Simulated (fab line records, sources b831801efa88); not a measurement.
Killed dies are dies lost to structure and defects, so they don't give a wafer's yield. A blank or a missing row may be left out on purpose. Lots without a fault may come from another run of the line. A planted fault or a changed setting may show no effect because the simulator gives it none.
A struck lot beside a sound one | flow sky130 | 15 steps out of a route of 708
Sound: wafers L385.2, L385.4, L385.5. Struck: wafers L377.1, L377.2, L377.4. The cause comes at the end.
At each step with rows: each side's tool, then ch and its chambers, then its first start. Under that, the readings that differ: sound wafers | struck wafers | difference of the means | sigmas: that difference in standard deviations of wafers without a fault.
alike: readings whose means differ by less than 2 such deviations, and words and numbers that are the same on both sides. not compared: withheld readings, readings that some wafer has no value for, bounds like >300 that may hide the same value, and numbers for which the record gives no deviation and whose values overlap.
The two part at a step that has a row with sigmas, a row that says differs or no value, or rows on one side only. Numbers that don't overlap but have no deviation are shown without sigmas and don't part them. A reading that every wafer of one side lacks parts them only if that side has two wafers or more.

first, 7 steps without rows for these wafers: SKY_LDD_LDN_DEHYDRATE_00 (time 60 s); SKY_LDD_LDN_HMDS_01 (prime time 60 s); SKY_LDD_LDN_COAT_02 (resist thk 1140 nm); SKY_LDD_LDN_SOFTBAKE_03 (time 60 s); SKY_LDD_LDN_EXPOSE_04 (exposes mask LDNTM, target cd 700 nm); SKY_LDD_LDN_PEB_05; SKY_LDD_LDN_DEVELOP_06 (develop time 60 s).
SKY_LDD_LDN_OVL_MEAS_07:
  sound on overlay-02, day 30 03:07; struck on overlay-01, day 26 10:46
  reading          | sound       | struck        | difference | sigmas
  LDD_LDN_OVL (nm) | 2.3 1.2 3.7 | -0.9 -1.3 0.2 | -3.1       | -2
then, 4 steps without rows for these wafers: SKY_LDD_LDN_IMPLANT_08; SKY_LDD_LDN_IMPLANT_09; SKY_LDD_LDN_IMPLANT_10; SKY_LDD_LDN_IMPLANT_11.
SKY_LDD_LDN_STRIP_12: strips in O2/N2.
  sound on plasma_asher-01 ch 0, day 30 03:45; struck on plasma_asher-04 ch 0,1, day 26 11:24
  no value came back on the struck wafers for chamber_pressure_mTorr (mTorr), drypump_motor_current_A (A), oes_product_au (a.u.), strip_time_to_endpoint_s (s); on the sound wafers chamber_pressure_mTorr (mTorr) reads 1499.9 1500.8 1502.1
  reading                                      | sound | struck         | difference | sigmas
  model.NOVOLAK_of_LDD_LDN_COAT_02.thk_nm (nm) | 0 0 0 | 1145 1137 1140 | +1141      |
  not compared: rf_hours_counter_h
SKY_LDD_LDN_TW_MEAS_13:
  sound on film_metro-03, day 30 03:52; struck on film_metro-02, day 26 11:30
  alike: LDD_LDN_TW
-- the record jumps here: 21 days lie between the struck wafers' starts before and after (it left off in module LDD_LDN and takes up again in module PAD_OPEN, whose first step shown is number 708 of the route) --
SKY_PAD_OPEN_PROBE_99:
  the record has rows for the struck wafers here (prober-02, day 47 21:25) and none for the sound ones

WHERE THEY PART
First at SKY_LDD_LDN_OVL_MEAS_07; last, within this record, at SKY_PAD_OPEN_PROBE_99.

WHY: what the simulator had put in
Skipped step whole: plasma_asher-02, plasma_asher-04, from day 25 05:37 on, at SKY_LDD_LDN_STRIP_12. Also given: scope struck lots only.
